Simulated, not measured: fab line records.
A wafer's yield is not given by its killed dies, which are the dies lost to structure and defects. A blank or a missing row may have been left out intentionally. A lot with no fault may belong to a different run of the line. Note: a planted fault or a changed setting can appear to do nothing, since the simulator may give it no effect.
Matching of chambers | flow sky130 | SKY_CONTACT_ETCH_16 on rie_diel-02 has 4 sister chambers
The step etches BARC in N2/H2, stops on SiO2, time 45.9 s, target depth 60 nm. 16 wafers are shown with their chamber, then 8 later ones without.

== WAFERS PAIRED WITH THEIR CHAMBERS ==
wafer  | chamber | chamber_pressure_mTorr (mTorr) | oes_product_au (a.u.) | run_length_s (s)
L598.1 | 0       | 29.991                         | 0.850                 | 74.9
L598.2 | 1       | 30.005                         | 0.845                 | 74.1
L598.3 | 2       | 30.015                         | 0.857                 | 74.7
L606.1 | 2       | 30.002                         | 0.854                 | 74.3
L606.4 | 3       | 30.029                         | 0.854                 | 74.3
L606.6 | 2       | 30.031                         | 0.859                 | 73.9
L607.2 | 3       | 29.983                         | 0.858                 | 74.3
L607.3 | 2       | 30.014                         | 0.860                 | 74.0
L607.6 | 3       | 29.990                         | 0.852                 | 73.9
L611.3 | 3       | 29.971                         | 0.853                 | 74.5
L611.5 | 3       | 30.001                         | 0.854                 | 74.1
L611.6 | 0       | 29.972                         | 0.852                 | 74.3
L613.1 | 0       | 30.017                         | 0.853                 | 74.3
L613.2 | 3       | 29.973                         | 0.852                 | 74.1
L613.6 | 3       | 29.980                         | 0.856                 | 74.0
L616.2 | 1       | 29.991                         | 0.864                 | 74.4

SIGNATURES (averages over the wafers above)
reading                | chamber 0 | chamber 1 | chamber 2 | chamber 3 | scatter within a chamber
chamber_pressure_mTorr | 29.99333  | 29.99800  | 30.01550  | 29.98957  | 0.0182
oes_product_au         | 0.85167   | 0.85450   | 0.85750   | 0.85414   | 0.00443
run_length_s           | 74.500    | 74.250    | 74.225    | 74.171    | 0.278
Rule: for a wafer and a chamber, the distance is found by dividing, reading by reading, the gap between the wafer's reading and the chamber's mean by the reading's scatter, squaring, summing and taking the root. If the next closest chamber is less than 2 further off than the closest, the wafer can't be placed; otherwise it belongs to the closest. The scatter: take each reading less its chamber's mean, square it, sum over the shown wafers, divide by the number of wafers less the number of chambers, and take the root.

== WAFERS WHOSE CHAMBER IS MISSING ==
wafer  | chamber_pressure_mTorr (mTorr) | oes_product_au (a.u.) | run_length_s (s)
L616.5 | 29.987                         | 0.857                 | 74.3
L616.6 | 30.002                         | 0.859                 | 74.0
L618.1 | 30.013                         | 0.853                 | 73.9
L618.2 | 29.949                         | 0.842                 | 74.5
L618.6 | 30.050                         | 0.853                 | 74.6
L619.1 | 29.994                         | 0.857                 | 73.9
L619.5 | 30.055                         | 0.851                 | 74.3
L619.6 | 29.996                         | 0.862                 | 74.1

== WHICH CHAMBER EACH ONE RAN IN ==
wafer  | from the rows above               | in truth
L616.5 | can't be placed: 3 or 1 or 0 or 2 | 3
L616.6 | can't be placed: 2 or 1 or 3 or 0 | 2
L618.1 | can't be placed: 1 or 2 or 3 or 0 | 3
L618.2 | can't be placed: 0 or 3 or 1 or 2 | 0
L618.6 | can't be placed: 2 or 1 or 0 or 3 | 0
L619.1 | can't be placed: 3 or 1 or 2 or 0 | 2
L619.5 | can't be placed: 2 or 1 or 0 or 3 | 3
L619.6 | can't be placed: 2 or 1 or 3 or 0 | 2
Correct placement for 0 of the 8. Unplaceable from these rows: 8, with the true chamber sitting among the candidates in 8. 0 placed wrongly.
